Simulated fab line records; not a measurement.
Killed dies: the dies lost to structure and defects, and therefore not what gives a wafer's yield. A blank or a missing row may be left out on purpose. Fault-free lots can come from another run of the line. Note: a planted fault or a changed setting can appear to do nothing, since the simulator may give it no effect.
Which tool was responsible? || flow gf180mcu || route of 602 steps, sampled at 1 step: 7 lots, 21 wafers

WHAT THE GAUGES SHOWED, per wafer
GF_M1_CD_MEAS_14: the cd target is 230 nm.
{"lot": "L528", "measured": "day 17 13:29", "on": "cd-sem-01", "cd-nm (nm)": "229.7 230.3 229.0"}
{"lot": "L531", "measured": "day 18 19:18", "on": "cd-sem-01", "cd-nm (nm)": "228.8 229.3 230.1"}
{"lot": "L535", "measured": "day 20 04:34", "on": "cd-sem-01", "cd-nm (nm)": "231.3 231.4 230.6"}
{"lot": "L537", "measured": "day 21 03:46", "on": "cd-sem-02", "cd-nm (nm)": "230.2 230.3 229.7"}
{"lot": "L543", "measured": "day 23 01:38", "on": "cd-sem-02", "cd-nm (nm)": "229.3 229.4 229.7"}
{"lot": "L546", "measured": "day 24 05:00", "on": "cd-sem-02", "cd-nm (nm)": "228.9 229.1 228.9"}
{"lot": "L548", "measured": "day 24 16:29", "on": "cd-sem-01", "cd-nm (nm)": "229.8 229.5 230.8"}

WHAT TOOL EACH LOT RAN ON (gives the tool, then ch and the chambers of the sampled wafers, and finally the start)
Record: no process step prior to these readings.

THE ANSWER, worked out from the rows above alone
Rule: what is usual is taken from the lots themselves. The widest of any qualifying gaps counts: lots, ordered by their means at a reading, are off when they make up no more than a third of the lots, leave a main group of 4 or more, and stand apart from it by 3 or more times the standard deviation of that group's means. The tables above print the reading to a certain number of digits; a main group whose means all agree to those digits is not used. Also off: a lot with no number at a reading for which 4 or more lots have one. The other lots that the step has rows for count as sound.
No lot is off on any of the readings shown, so nothing can be concluded from this.

WHAT THE SIMULATOR PUT IN
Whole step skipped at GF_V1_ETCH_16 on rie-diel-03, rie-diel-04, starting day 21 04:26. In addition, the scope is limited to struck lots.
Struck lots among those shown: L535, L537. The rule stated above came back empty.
